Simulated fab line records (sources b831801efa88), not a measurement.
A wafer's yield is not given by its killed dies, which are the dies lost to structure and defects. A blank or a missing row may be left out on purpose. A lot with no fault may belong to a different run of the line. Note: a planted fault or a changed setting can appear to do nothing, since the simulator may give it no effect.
fab line records | flow sky130
record lots=24 wafers=72 last-day=51
route steps=708 shown VT_ADJUST_HVTP@93 POLY_CUT@317 SD_N@349 METAL1@452 VIA1@473 VIA2@521
lots that met no fault: taken from a fault-free run of the same line
start-h: hours from the record's first day to the start of the lot's first wafer shown | wait-h: hours from the lot's prior step to this one | " unchanged from the row above | L1.1+2: one row covering several wafers at once | - value missing, or start not given | * or withheld: withheld | < > ~ a bound
route shown NAME@n: names a module that has steps shown in the file, with the first one's number in the route | usual: mean/standard deviation taken from wafers without a fault | same: alike in all rows | chamber/n: place in a boat | sites: per-site readings | _std_site: the standard deviation of these | _edge_site: inner sites' mean taken away from outer sites' mean | radius-mm: how far each site lies from the wafer's centre | mask NAME#n: copy n | behind: tool/chamber where the wafer was last shaped | hold: cause of the lot's hold/its duration in hours/its outcome | device: the transistor (n, p or np) that didn't switch | end of line: the route-end tests of the same wafers | a step with no rows: only its recipe | killed: count of dies lost to structure and defects at first sort (not the wafer's yield) | map: a wafer's dies, marking killed ones x, the rest . and places with no die _
set.NAME: the run value of the setting; set.NAME@STEP: its run value at that earlier step | model.NAME: the simulator's own value behind a step, which no gauge read
a sample of lots followed through the steps of the route, with each step as a table and each wafer as a row
services: a tool's chamber out of use, with start hour (start-h, from the record's first day; less than 0 if before it), hours out, and reason
## steps
# step SKY_VT_ADJUST_HVTP_OVL_MEAS_08
# usual VT_ADJUST_HVTP_OVL=-0.8/1.4
# columns lot.wafer tool chamber start-h wait-h VT_ADJUST_HVTP_OVL[nm]
L074.2 overlay-01 - 131.23 0.1 1.0
L074.4 " - " " 0.8
L074.5 " - " " 0.0
L075.1 overlay-02 - 134.69 0.1 0.0
L075.3 " - " " 1.0
L075.4 " - " " -1.0
L076.1 overlay-02 - 140.84 0.1 -0.5
L076.4 " - " " -2.6
L076.6 " - " " -1.2
L077.1 overlay-02 - 148.44 0.1 -0.3
L077.2 " - " " 0.2
L077.6 " - " " -1.0
L078.1 overlay-01 - 155.59 0.1 0.0
L078.4 " - " " 0.5
L078.6 " - " " -1.1
L079.4 overlay-01 - 159.91 0.1 -1.7
L079.5 " - " " -0.5
L079.6 " - " " -0.7
L080.3 overlay-02 - 163.60 0.1 -0.7
L080.5 " - " " 0.1
L080.6 " - " " 0.3
L081.3 overlay-02 - 171.45 0.1 0.2
L081.4 " - " " -0.3
L081.6 " - " " -0.1
L082.1 overlay-01 - 179.19 0.1 -0.7
L082.2 " - " " 0.4
L082.3 " - " " -0.8
L083.2 overlay-01 - 184.40 0.1 1.2
L083.3 " - " " 0.2
L083.4 " - " " -1.1
L084.2 overlay-01 - 188.38 0.1 -1.2
L084.3 " - " " -2.5
L084.6 " - " " -0.3
L085.1 overlay-02 - 196.84 0.1 -2.3
L085.2 " - " " -2.2
L085.3 " - " " -1.2
L086.2 overlay-01 - 201.88 0.1 -1.9
L086.4 " - " " -0.9
L086.6 " - " " -3.2
L087.1 overlay-01 - 206.39 0.1 -3.0
L087.2 " - " " -0.6
L087.5 " - " " -0.4
L088.3 overlay-01 - 216.35 0.1 -4.0
L088.5 " - " " -2.5
L088.6 " - " " -2.3
L089.2 overlay-01 - 222.69 0.1 -0.8
L089.3 " - " " -0.6
L089.6 " - " " -1.4
L090.2 overlay-01 - 231.85 0.1 1.0
L090.4 " - " " 2.1
L090.5 " - " " 2.6
L091.1 overlay-01 - 234.49 0.1 -0.5
L091.2 " - " " -3.0
L091.5 " - " " -2.8
L092.3 overlay-02 - 238.33 0.1 1.2
L092.4 " - " " 1.3
L092.5 " - " " 2.5
L093.1 overlay-02 - 243.29 0.1 -2.0
L093.3 " - " " 0.6
L093.6 " - " " -0.3
L094.1 overlay-01 - 253.09 0.1 1.7
L094.2 " - " " -1.0
L094.3 " - " " 0.7
L095.1 overlay-01 - 263.37 0.1 -1.1
L095.4 " - " " -1.3
L095.6 " - " " -1.0
L096.3 overlay-02 - 264.88 0.1 -2.3
L096.5 " - " " -1.8
L096.6 " - " " -1.2
L097.2 overlay-02 - 267.84 0.1 -1.7
L097.3 " - " " -2.6
L097.6 " - " " -0.9
# step SKY_POLY_CUT_ETCH_10
# recipe chemistry=N2/H2 target=BARC ion-energy-ev=200 source-w=500 bias-w=100 pressure-mtorr=30 n2-flow-sccm=100 h2-flow-sccm=200 stop-on=SiO2 time-s=45.9 target-depth-a=600
# usual drypump-motor-current-A=5.7/0.47 h2-flow-sccm=200.0/0.62 oes-product-au=0.855/0.0045 throttle-valve-pct=13.225/0.0089
# columns lot.wafer tool chamber start-h wait-h drypump-motor-current-A h2-flow-sccm oes-product-au rf-hours-counter-h throttle-valve-pct
L074.2 rie-diel-03 2 574.15 0.0 6.1 199.8 0.859 18 13.221
L074.4 " 0 " " 5.2 200.3 0.857 9 13.236
L074.5 " 0 " " 5.2 200.0 0.858 - 13.232
L075.1 rie-diel-04 0 586.07 0.0 6.2 199.5 0.851 4 13.230
L075.3 " 3 " " 6.3 199.1 0.858 77 13.225
L075.4 " 0 " " 6.2 199.8 0.860 - 13.229
L076.1 rie-diel-04 3 588.91 0.0 6.3 200.2 0.850 77 13.231
L076.4 " 0 " " 6.3 199.9 0.867 - 13.226
L076.6 " 0 " " 6.2 200.2 0.850 - 13.222
L077.1 rie-diel-03 0 602.65 0.0 5.2 200.6 0.856 9 13.205
L077.2 " 2 " " 6.1 200.2 0.857 18 13.229
L077.6 " 3 " " 5.3 200.7 0.848 - 13.222
L078.1 rie-diel-03 1 612.22 0.0 5.8 200.3 0.853 18 13.229
L078.4 " 3 " " 5.4 199.6 0.848 7 13.215
L078.6 " 0 " " 5.2 200.4 0.859 - 13.226
L079.4 rie-diel-01 1 614.81 0.0 6.6 200.3 0.857 1 13.226
L079.5 " 0 " " 5.9 199.1 0.853 - 13.229
L079.6 " 3 " " 5.3 200.5 0.850 - 13.229
L080.3 rie-diel-03 3 623.67 0.0 5.4 200.1 0.855 7 13.216
L080.5 " 2 " " 6.1 200.4 0.859 - 13.224
L080.6 " 3 " " 5.4 200.2 0.862 - 13.228
L081.3 rie-diel-03 1 639.35 0.0 5.8 199.2 0.851 18 13.225
L081.4 " 2 " " 6.1 199.8 0.851 19 13.228
L081.6 " 2 " " 6.1 199.7 0.845 - 13.235
L082.1 rie-diel-04 0 648.20 0.0 6.2 200.1 0.853 6 13.229
L082.2 " 1 " " 5.9 199.3 0.853 15 13.230
L082.3 " 2 " " 4.9 200.3 0.859 12 13.216
L083.2 rie-diel-03 3 655.40 0.0 5.4 200.3 0.848 8 13.207
L083.3 " 0 " " 5.2 200.1 0.857 10 13.219
L083.4 " 3 " " 5.4 199.8 0.856 - 13.225
L084.2 rie-diel-04 0 658.92 0.0 6.2 201.0 0.846 6 13.222
L084.3 " 3 " " 6.3 199.9 0.857 1 13.227
L084.6 " 1 " " 5.9 200.3 0.852 - 13.222
L085.1 rie-diel-03 2 670.75 0.0 6.1 200.1 0.849 19 13.239
L085.2 " 3 " " 5.4 200.8 0.851 8 13.240
L085.3 " 1 " " 5.8 199.8 0.855 19 13.214
L086.2 rie-diel-03 3 671.81 0.0 5.4 199.8 0.857 8 13.240
L086.4 " 0 " " 5.2 198.9 0.860 11 13.229
L086.6 " 0 " " 5.2 200.2 0.851 - 13.200
L087.1 rie-diel-03 3 683.67 0.0 5.4 199.2 0.850 8 13.241
L087.2 " 0 " " 5.2 200.3 0.861 11 13.243
L087.5 " 3 " " 5.4 199.1 0.848 - 13.217
L088.3 rie-diel-03 0 693.56 0.0 5.2 200.1 0.848 11 13.251
L088.5 " 0 " " 5.2 200.5 0.858 - 13.245
L088.6 " 3 " " 5.4 200.1 0.861 - 13.225
L089.2 rie-diel-03 1 700.81 0.0 5.8 199.7 0.856 19 13.214
L089.3 " 3 " " 5.4 201.4 0.850 9 13.224
L089.6 " 0 " " 5.2 200.6 0.856 - 13.229
L090.2 rie-diel-01 3 713.77 0.0 5.2 199.4 0.854 10 13.213
L090.4 " 2 " " 4.8 198.6 0.850 54 13.221
L090.5 " 3 " " 5.3 199.4 0.855 - 13.216
L091.1 rie-diel-04 2 720.15 0.0 4.9 198.8 0.862 14 13.224
L091.2 " 3 " " 6.3 201.4 0.852 3 13.226
L091.5 " 3 " " 6.2 200.2 0.859 - 13.219
L092.3 rie-diel-01 0 722.55 0.0 5.9 200.0 0.854 7 13.222
L092.4 " 0 " " 5.9 200.4 0.851 - 13.228
L092.5 " 1 " " 6.6 199.7 0.862 - 13.234
L093.1 rie-diel-01 3 728.32 0.0 5.2 199.8 0.859 11 13.226
L093.3 " 0 " " 5.9 200.0 0.849 8 13.219
L093.6 " 1 " " 6.6 199.6 0.852 - 13.242
L094.1 rie-diel-03 0 738.15 0.0 5.2 200.1 0.860 12 13.234
L094.2 " 3 " " 5.4 199.7 0.852 9 13.222
L094.3 " 1 " " 5.8 199.6 0.853 20 13.213
L095.1 rie-diel-03 0 749.46 0.0 5.2 200.3 0.865 12 13.231
L095.4 " 3 " " 5.4 200.1 0.853 9 13.232
L095.6 " 0 " " 5.2 199.6 0.854 - 13.226
L096.3 rie-diel-04 0 751.06 0.0 6.2 201.2 0.852 10 13.215
L096.5 " 3 " " 6.3 201.0 0.852 - 13.219
L096.6 " 0 " " 6.2 200.6 0.859 - 13.223
L097.2 rie-diel-03 1 753.26 0.0 5.8 199.0 0.860 20 13.212
L097.3 " 2 " " 6.1 199.3 0.848 20 13.207
L097.6 " 0 " " 5.2 200.1 0.863 - 13.234
# step SKY_SD_N_CD_MEAS_07
# recipe target-cd-nm=380
# usual cd-nm=379.1/2.6
# columns lot.wafer tool chamber start-h wait-h cd-nm
L074.2 cd-sem-01 - 664.18 0.1 381.7
L074.4 " - " " 380.2
L074.5 " - " " 379.2
L075.1 cd-sem-01 - 675.57 0.1 381.0
L075.3 " - " " 378.9
L075.4 " - " " 378.5
L076.1 cd-sem-01 - 678.90 0.1 378.8
L076.4 " - " " 379.8
L076.6 " - " " 377.4
L077.1 cd-sem-02 - 691.71 0.1 380.9
L077.2 " - " " 382.5
L077.6 " - " " 384.6
L078.1 cd-sem-01 - 701.31 0.1 383.5
L078.4 " - " " 379.0
L078.6 " - " " 379.0
L079.4 cd-sem-01 - 702.57 0.1 379.2
L079.5 " - " " 376.6
L079.6 " - " " 377.5
L080.3 cd-sem-01 - 710.41 0.1 382.5
L080.5 " - " " 381.0
L080.6 " - " " 381.1
L081.3 cd-sem-02 - 725.85 0.1 373.5
L081.4 " - " " 373.6
L081.6 " - " " 374.5
L082.1 cd-sem-02 - 733.30 0.1 378.3
L082.2 " - " " 379.7
L082.3 " - " " 378.5
L083.2 cd-sem-02 - 740.44 0.1 378.3
L083.3 " - " " 376.7
L083.4 " - " " 379.4
L084.2 cd-sem-01 - 745.09 0.1 376.0
L084.3 " - " " 376.9
L084.6 " - " " 377.9
L085.1 cd-sem-01 - 757.07 0.1 380.9
L085.2 " - " " 377.4
L085.3 " - " " 381.2
L086.2 cd-sem-02 - 757.39 0.1 382.3
L086.4 " - " " 378.8
L086.6 " - " " 380.3
L087.1 cd-sem-01 - 768.12 0.1 377.6
L087.2 " - " " 377.1
L087.5 " - " " 377.0
L088.3 cd-sem-01 - 778.56 0.1 379.7
L088.5 " - " " 380.2
L088.6 " - " " 379.4
L089.2 cd-sem-02 - 785.34 0.1 380.3
L089.3 " - " " 381.2
L089.6 " - " " 381.4
L090.2 cd-sem-01 - 798.79 0.1 377.5
L090.4 " - " " 378.9
L090.5 " - " " 380.6
L091.1 cd-sem-02 - 802.87 0.1 376.2
L091.2 " - " " 376.1
L091.5 " - " " 374.9
L092.3 cd-sem-02 - 805.26 0.1 377.7
L092.4 " - " " 378.2
L092.5 " - " " 379.8
L093.1 cd-sem-01 - 811.37 0.1 384.5
L093.3 " - " " 383.0
L093.6 " - " " 383.7
L094.1 cd-sem-01 - 821.32 0.1 384.2
L094.2 " - " " 382.8
L094.3 " - " " 382.7
L095.1 cd-sem-02 - 830.90 0.1 379.1
L095.4 " - " " 379.2
L095.6 " - " " 379.2
L096.3 cd-sem-01 - 832.59 0.1 374.2
L096.5 " - " " 375.4
L096.6 " - " " 374.6
L097.2 cd-sem-02 - 835.59 0.1 376.8
L097.3 " - " " 375.7
L097.6 " - " " 376.0
# step SKY_METAL1_ETCH_18
# recipe chemistry=N2/H2 target=BARC ion-energy-ev=200 bias-w=100 pressure-mtorr=30 n2-flow-sccm=100 h2-flow-sccm=200 icp-w=500 stop-on=SiO2 time-s=45.9 target-depth-a=600
# usual drypump-motor-current-A=5.5/0.57 h2-flow-sccm=199.9/0.59 oes-product-au=0.854/0.005 throttle-valve-pct=13.225/0.0099
# columns lot.wafer tool chamber start-h wait-h drypump-motor-current-A h2-flow-sccm oes-product-au rf-hours-counter-h throttle-valve-pct
L074.2 rie-metal-02 1 783.03 0.0 5.1 199.9 0.853 15 13.229
L074.4 " 0 " " 5.8 200.8 0.857 - 13.217
L074.5 " 1 " " 5.1 199.9 0.852 - 13.230
L075.1 rie-metal-03 0 794.00 0.0 4.9 199.9 0.852 10 13.241
L075.3 " 1 " " 5.6 199.3 0.855 - 13.223
L075.4 " 0 " " 4.8 199.8 0.854 - 13.224
L076.1 rie-metal-04 1 797.55 0.0 6.5 200.1 0.861 2 13.228
L076.4 " 1 " " 6.5 201.1 0.854 - 13.226
L076.6 " 0 " " 5.0 199.4 0.853 - 13.222
L077.1 rie-metal-04 0 810.93 0.0 5.0 200.0 0.859 13 13.229
L077.2 " 1 " " 6.5 200.5 0.859 3 13.236
L077.6 " 0 " " 5.0 199.2 0.863 - 13.224
L078.1 rie-metal-03 0 819.65 0.0 4.9 199.4 0.854 11 13.215
L078.4 " 0 " " 4.8 199.7 0.853 - 13.238
L078.6 " 1 " " 5.6 201.0 0.857 - 13.232
L079.4 rie-metal-04 1 819.87 0.0 6.4 200.8 0.851 - 13.215
L079.5 " 0 " " 5.0 200.0 0.850 - 13.222
L079.6 " 1 " " 6.4 200.6 0.848 - 13.215
L080.3 rie-metal-03 0 826.61 0.1 4.8 200.7 0.847 - 13.219
L080.5 " 0 " " 4.8 199.8 0.844 - 13.227
L080.6 " 0 " " 4.8 200.1 0.855 - 13.234
L081.3 rie-metal-02 1 842.88 0.0 5.1 199.7 0.866 - 13.236
L081.4 " 0 " " 5.8 199.4 0.860 - 13.225
L081.6 " 0 " " 5.8 199.5 0.852 - 13.239
L082.1 rie-metal-02 1 848.40 0.0 5.1 199.7 0.848 0 13.227
L082.2 " 0 " " 5.8 201.0 0.852 5 13.218
L082.3 " 1 " " 5.1 200.0 0.848 - 13.215
L083.2 rie-metal-02 0 857.20 0.0 5.8 200.7 0.853 5 13.223
L083.3 " 0 " " 5.8 200.4 0.848 - 13.222
L083.4 " 1 " " 5.1 199.7 0.844 - 13.229
L084.2 rie-metal-04 0 861.69 0.0 5.0 198.6 0.866 15 13.231
L084.3 " 1 " " 6.5 199.1 0.856 - 13.224
L084.6 " 1 " " 6.4 199.1 0.860 - 13.226
L085.1 rie-metal-04 0 871.55 0.0 5.0 199.4 0.854 15 13.223
L085.2 " 1 " " 6.5 200.7 0.852 6 13.236
L085.3 " 0 " " 5.0 199.5 0.844 - 13.228
L086.2 rie-metal-02 1 872.73 0.0 5.1 200.7 0.854 1 13.227
L086.4 " 0 " " 5.8 200.0 0.860 - 13.226
L086.6 " 0 " " 5.8 199.8 0.852 - 13.227
L087.1 rie-metal-03 1 881.84 0.1 5.6 200.0 0.862 2 13.215
L087.2 " 1 " " 5.6 200.8 0.856 - 13.234
L087.5 " 1 " " 5.6 199.2 0.854 - 13.225
L088.3 rie-metal-02 1 892.81 0.0 5.1 198.4 0.863 - 13.231
L088.5 " 0 " " 5.8 200.1 0.857 - 13.236
L088.6 " 1 " " 5.1 198.8 0.852 - 13.237
L089.2 rie-metal-02 0 898.93 0.0 5.8 199.0 0.851 7 13.224
L089.3 " 1 " " 5.1 199.9 0.858 - 13.213
L089.6 " 0 " " 5.8 200.3 0.859 - 13.232
L090.2 rie-metal-04 1 913.21 0.1 6.4 199.5 0.854 - 13.237
L090.4 " 1 " " 6.5 199.7 0.859 - 13.237
L090.5 " 1 " " 6.5 199.7 0.850 - 13.225
L091.1 rie-metal-04 1 916.98 0.0 6.4 199.7 0.859 8 13.211
L091.2 " 0 " " 5.0 199.3 0.854 0 13.227
L091.5 " 1 " " 6.4 199.8 0.854 - 13.225
L092.3 rie-metal-02 0 918.31 0.0 5.8 199.2 0.865 - 13.211
L092.4 " 1 " " 5.1 198.7 0.862 - 13.230
L092.5 " 0 " " 5.8 199.3 0.853 - 13.236
L093.1 rie-metal-04 0 924.05 0.0 5.0 200.0 0.859 0 13.214
L093.3 " 1 " " 6.5 199.8 0.850 - 13.233
L093.6 " 1 " " 6.5 200.5 0.845 - 13.231
L094.1 rie-metal-02 1 933.25 0.0 5.1 199.1 0.847 4 13.213
L094.2 " 0 " " 5.8 200.3 0.854 8 13.235
L094.3 " 0 " " 5.8 199.7 0.851 - 13.227
L095.1 rie-metal-03 0 942.19 0.0 4.9 200.2 0.860 16 13.243
L095.4 " 1 " " 5.6 199.9 0.852 - 13.225
L095.6 " 1 " " 5.6 200.8 0.853 - 13.212
L096.3 rie-metal-04 0 943.73 0.0 5.0 200.7 0.859 - 13.204
L096.5 " 1 " " 6.4 198.9 0.858 - 13.221
L096.6 " 0 " " 5.0 200.8 0.856 - 13.197
L097.2 rie-metal-02 1 947.20 0.0 5.1 200.3 0.858 5 13.224
L097.3 " 0 " " 5.8 199.5 0.853 - 13.231
L097.6 " 1 " " 5.1 200.3 0.852 - 13.236
# step SKY_VIA1_ETCH_15
# recipe target=SiO2 chemistry=C4F8/O2/Ar target-depth-nm=351 stop-on=TiN mask-material=KrF-thick source-w=1500 bias-w=1200 pressure-mtorr=40 c4f8-flow-sccm=withheld O2_flow_sccm=6 Ar_flow_sccm=300 time-s=54
# usual oes-product-au=0.983/0.0051
# columns lot.wafer tool chamber start-h wait-h oes-product-au rf-hours-counter-h
L074.2 rie-diel-01 3 812.09 0.0 0.989 14
L074.4 " 2 " " 0.978 2
L074.5 " 0 " " 0.988 -
L075.1 rie-diel-02 0 822.56 0.0 0.977 18
L075.3 " 2 " " 0.972 7
L075.4 " 1 " " 0.979 15
L076.1 rie-diel-02 0 826.05 0.0 0.984 18
L076.4 " 2 " " 0.985 7
L076.6 " 0 " " 0.976 -
L077.1 rie-diel-02 1 839.41 0.0 0.981 15
L077.2 " 2 " " 0.982 7
L077.6 " 0 " " 0.975 -
L078.1 rie-diel-02 0 847.60 0.0 0.977 19
L078.4 " 3 " " 0.974 2
L078.6 " 1 " " 0.984 -
L079.4 rie-diel-01 3 848.55 0.0 0.980 15
L079.5 " 1 " " 0.988 -
L079.6 " 0 " " 0.991 -
L080.3 rie-diel-01 3 855.11 0.0 0.983 15
L080.5 " 1 " " 0.980 -
L080.6 " 2 " " 0.978 -
L081.3 rie-diel-01 0 870.81 0.0 0.989 13
L081.4 " 2 " " 0.979 4
L081.6 " 2 " " 0.985 -
L082.1 rie-diel-03 0 875.95 0.0 0.994 15
L082.2 " 3 " " 0.980 13
L082.3 " 1 " " 0.979 0
L083.2 rie-diel-03 3 885.20 0.0 0.992 13
L083.3 " 0 " " 0.983 16
L083.4 " 0 " " 0.990 -
L084.2 rie-diel-01 0 889.92 0.0 0.980 14
L084.3 " 2 " " 0.986 -
L084.6 " 2 " " 0.972 -
L085.1 rie-diel-03 2 899.65 0.0 0.981 0
L085.2 " 0 " " 0.990 16
L085.3 " 1 " " 0.976 1
L086.2 rie-diel-02 1 901.26 0.0 0.982 17
L086.4 " 3 " " 0.978 4
L086.6 " 2 " " 0.986 -
L087.1 rie-diel-01 3 908.60 0.0 0.974 16
L087.2 " 2 " " 0.973 6
L087.5 " 3 " " 0.975 -
L088.3 rie-diel-03 1 921.50 0.0 0.970 1
L088.5 " 3 " " 0.988 -
L088.6 " 2 " " 0.976 -
L089.2 rie-diel-03 3 926.91 0.0 0.983 14
L089.3 " 1 " " 0.983 1
L089.6 " 0 " " 0.982 -
L090.2 rie-diel-03 1 940.95 0.0 0.985 2
L090.4 " 2 " " 0.973 1
L090.5 " 0 " " 0.990 -
L091.1 rie-diel-01 1 944.36 0.0 0.976 9
L091.2 " 0 " " 0.986 16
L091.5 " 1 " " 0.982 -
L092.3 rie-diel-03 0 944.71 0.0 0.986 18
L092.4 " 3 " " 0.984 15
L092.5 " 1 " " 0.990 -
L093.1 rie-diel-01 1 950.66 0.0 0.988 9
L093.3 " 3 " " 0.980 18
L093.6 " 1 " " 0.988 -
L094.1 rie-diel-03 1 959.36 0.0 0.979 2
L094.2 " 0 " " 0.984 18
L094.3 " 3 " " 0.988 15
L095.1 rie-diel-01 3 968.16 0.0 0.982 19
L095.4 " 1 " " 0.975 10
L095.6 " 0 " " 0.981 -
L096.3 rie-diel-03 2 969.85 0.0 0.977 2
L096.5 " 0 " " 0.989 -
L096.6 " 2 " " 0.978 -
L097.2 rie-diel-02 1 973.00 0.0 0.984 19
L097.3 " 0 " " 0.980 23
L097.6 " 0 " " 0.977 -
# step SKY_VIA2_ETCH_14
# recipe chemistry=N2/H2 target=BARC ion-energy-ev=200 source-w=500 bias-w=100 pressure-mtorr=30 n2-flow-sccm=100 h2-flow-sccm=200 stop-on=SiO2 time-s=45.9 target-depth-a=600
# usual drypump-motor-current-A=5.7/0.55 h2-flow-sccm=200.0/0.57 oes-product-au=0.855/0.0048 throttle-valve-pct=13.225/0.0085
# columns lot.wafer tool chamber start-h wait-h drypump-motor-current-A h2-flow-sccm oes-product-au rf-hours-counter-h throttle-valve-pct
L074.2 rie-diel-03 3 869.02 0.0 5.4 201.1 0.854 12 13.225
L074.4 " 0 " " 5.2 199.9 0.853 - 13.226
L074.5 " 3 " " 5.4 200.5 0.855 - 13.234
L075.1 rie-diel-01 3 879.72 0.0 5.3 199.8 0.851 16 13.210
L075.3 " 0 " " 5.9 200.0 0.861 13 13.221
L075.4 " 2 " " 4.8 200.7 0.848 4 13.226
L076.1 rie-diel-03 3 881.71 0.0 5.4 200.3 0.864 13 13.218
L076.4 " 3 " " 5.4 200.1 0.851 - 13.223
L076.6 " 1 " " 5.8 199.5 0.848 - 13.234
L077.1 rie-diel-03 1 895.40 0.0 5.8 199.6 0.855 1 13.227
L077.2 " 0 " " 5.2 200.1 0.851 16 13.226
L077.6 " 3 " " 5.4 199.1 0.855 - 13.230
L078.1 rie-diel-01 0 903.02 0.0 5.9 199.8 0.865 14 13.232
L078.4 " 1 " " 6.6 200.7 0.855 9 13.206
L078.6 " 0 " " 5.9 200.0 0.859 - 13.245
L079.4 rie-diel-03 2 904.30 0.0 6.1 200.2 0.858 0 13.233
L079.5 " 1 " " 5.8 200.3 0.853 - 13.235
L079.6 " 0 " " 5.2 198.9 0.851 - 13.215
L080.3 rie-diel-01 3 910.53 0.0 5.3 199.3 0.854 - 13.228
L080.5 " 0 " " 5.9 200.0 0.852 - 13.225
L080.6 " 3 " " 5.2 199.5 0.849 - 13.213
L081.3 rie-diel-01 2 925.76 0.0 4.8 199.4 0.851 6 13.227
L081.4 " 3 " " 5.3 198.8 0.851 - 13.220
L081.6 " 2 " " 4.8 200.3 0.856 - 13.221
L082.1 rie-diel-03 1 931.51 0.0 5.8 199.3 0.854 2 13.209
L082.2 " 3 " " 5.4 199.9 0.855 15 13.232
L082.3 " 0 " " 5.2 200.6 0.847 17 13.232
L083.2 rie-diel-04 0 939.65 0.0 6.3 200.1 0.859 16 13.218
L083.3 " 2 " " 4.9 199.8 0.849 22 13.229
L083.4 " 1 " " 5.9 199.5 0.860 24 13.229
L084.2 rie-diel-01 0 945.36 0.0 5.9 199.3 0.861 16 13.230
L084.3 " 2 " " 4.8 200.3 0.861 7 13.221
L084.6 " 0 " " 5.9 199.5 0.855 - 13.220
L085.1 rie-diel-03 1 952.37 0.0 5.8 200.9 0.862 2 13.230
L085.2 " 0 " " 5.2 199.7 0.857 18 13.221
L085.3 " 2 " " 6.1 199.7 0.851 1 13.230
L086.2 rie-diel-04 1 954.77 0.0 5.9 199.6 0.855 25 13.217
L086.4 " 0 " " 6.3 200.2 0.851 17 13.221
L086.6 " 2 " " 4.9 199.4 0.860 - 13.224
L087.1 rie-diel-01 1 962.12 0.0 6.6 199.9 0.859 10 13.232
L087.2 " 0 " " 5.9 199.5 0.854 17 13.216
L087.5 " 2 " " 4.8 200.1 0.852 - 13.220
L088.3 rie-diel-04 3 974.46 0.0 6.3 201.2 0.861 11 13.209
L088.5 " 2 " " 4.9 199.8 0.865 - 13.227
L088.6 " 1 " " 5.9 200.8 0.861 - 13.214
L089.2 rie-diel-04 3 979.55 0.0 6.3 199.7 0.857 11 13.231
L089.3 " 2 " " 4.9 200.4 0.849 23 13.215
L089.6 " 0 " " 6.3 199.4 0.865 - 13.225
L090.2 rie-diel-01 1 992.26 0.0 6.6 199.9 0.861 10 13.219
L090.4 " 2 " " 4.8 200.4 0.860 8 13.215
L090.5 " 3 " " 5.2 199.0 0.858 - 13.231
L091.1 rie-diel-01 3 996.90 0.0 5.3 200.2 0.855 19 13.217
L091.2 " 0 " " 6.0 201.2 0.854 18 13.215
L091.5 " 2 " " 4.8 200.6 0.851 - 13.219
L092.3 rie-diel-03 1 997.77 0.0 5.8 199.8 0.854 3 13.232
L092.4 " 2 " " 6.1 200.8 0.853 - 13.213
L092.5 " 1 " " 5.8 199.4 0.859 - 13.238
L093.1 rie-diel-03 2 1003.52 0.0 6.1 199.1 0.852 2 13.230
L093.3 " 0 " " 5.3 200.5 0.857 19 13.219
L093.6 " 2 " " 6.1 199.0 0.850 - 13.213
L094.1 rie-diel-01 2 1010.21 0.0 4.8 200.0 0.849 9 13.227
L094.2 " 0 " " 5.9 200.0 0.857 18 13.218
L094.3 " 3 " " 5.3 200.4 0.853 20 13.226
L095.1 rie-diel-03 3 1018.67 0.0 5.4 199.2 0.851 16 13.221
L095.4 " 1 " " 5.8 200.6 0.863 4 13.235
L095.6 " 2 " " 6.1 199.0 0.848 - 13.219
L096.3 rie-diel-01 0 1020.25 0.0 5.9 199.5 0.856 18 13.233
L096.5 " 0 " " 5.9 200.0 0.856 - 13.231
L096.6 " 1 " " 6.6 200.1 0.858 - 13.247
L097.2 rie-diel-01 0 1024.05 0.0 5.9 200.7 0.852 19 13.221
L097.3 " 2 " " 4.8 200.2 0.852 9 13.233
L097.6 " 2 " " 4.8 199.3 0.846 - 13.227
## services
# columns tool chamber start-h hours kind
rie-diel-04 - 551.15 1.1 repair
rie-diel-01 - 551.27 1.0 repair
rie-diel-03 1 554.62 2.7 repair
rie-diel-04 2 565.70 3.6 repair
rie-diel-04 1 568.77 4.8 repair
rie-metal-02 0 573.01 7.3 repair
rie-diel-01 1 586.29 14.3 repair
rie-diel-01 3 628.62 23.3 repair
rie-diel-03 2 645.58 10.0 repair
rie-diel-01 2 646.05 2.6 repair
rie-diel-01 - 649.44 39.9 repair
rie-diel-01 2 657.35 2.8 repair
rie-diel-01 3 668.01 6.1 repair
rie-diel-01 1 702.64 8.5 repair
rie-diel-03 - 712.79 15.6 pm
rie-diel-01 2 718.60 6.1 repair
rie-diel-03 2 866.25 7.1 repair
rie-diel-01 1 885.17 14.6 repair
rie-diel-01 3 887.79 10.2 repair
rie-diel-01 1 904.28 33.7 repair
rie-diel-01 2 908.80 7.6 repair
rie-diel-03 1 967.43 4.4 repair
rie-diel-03 0 989.05 4.8 repair
rie-diel-03 3 997.09 11.6 repair
## key
fault none
